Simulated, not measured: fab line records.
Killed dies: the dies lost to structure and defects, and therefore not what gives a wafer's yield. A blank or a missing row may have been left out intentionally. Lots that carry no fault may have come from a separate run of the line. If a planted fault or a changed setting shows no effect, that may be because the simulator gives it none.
Which tool did it? + flow gf180mcu + 7 lots, 21 wafers sampled, at 2 steps of a route of 602

WHAT THE GAUGES SHOWED, per wafer
GF_CONTACT_CD_MEAS_14: the cd target is 220 nm.
| lot  | measured     | on        | cd-nm (nm)        |
|------|--------------|-----------|-------------------|
| L588 | day 17 04:19 | cd-sem-02 | 219.3 220.6 218.4 |
| L592 | day 18 23:02 | cd-sem-01 | 219.8 221.1 219.8 |
| L594 | day 19 12:51 | cd-sem-02 | 220.7 220.7 222.0 |
| L596 | day 20 12:15 | cd-sem-02 | 220.0 221.3 220.9 |
| L599 | day 21 07:53 | cd-sem-02 | 222.5 221.9 221.0 |
| L602 | day 22 15:10 | cd-sem-02 | 219.4 218.7 219.0 |
| L604 | day 22 22:31 | cd-sem-01 | 221.2 219.2 219.8 |

TOOL THAT RAN EACH LOT (tool first, then ch and the chambers of the sampled wafers, then the start)
| lot  | GF_DUAL_GATE_DEVELOP_10           |
|------|-----------------------------------|
| L588 | litho-track-02 ch 0, day 9 03:18  |
| L592 | litho-track-04 ch 0, day 10 12:19 |
| L594 | litho-track-02 ch 0, day 10 23:06 |
| L596 | litho-track-04 ch 0, day 11 16:18 |
| L599 | litho-track-04 ch 0, day 12 07:26 |
| L602 | litho-track-04 ch 0, day 13 07:14 |
| L604 | litho-track-02 ch 0, day 13 19:15 |
- GF_DUAL_GATE_DEVELOP_10: develop time 60 s.

THE ANSWER, worked out from the rows above alone
Rule: the lots themselves supply what counts as usual. The widest of any qualifying gaps counts: lots, ordered by their means at a reading, are off when they make up no more than a third of the lots, leave a main group of 4 or more, and stand apart from it by 3 or more times the standard deviation of that group's means. The tables above print the reading to a certain number of digits; a main group whose means all agree to those digits is not used. A lot without any number at a reading at which 4 lots or more have one is off too. All remaining lots with rows at the step are treated as sound.
Across all readings shown, no lot is off: no conclusion can be drawn from this.

WHAT THE SIMULATOR HAD PUT IN
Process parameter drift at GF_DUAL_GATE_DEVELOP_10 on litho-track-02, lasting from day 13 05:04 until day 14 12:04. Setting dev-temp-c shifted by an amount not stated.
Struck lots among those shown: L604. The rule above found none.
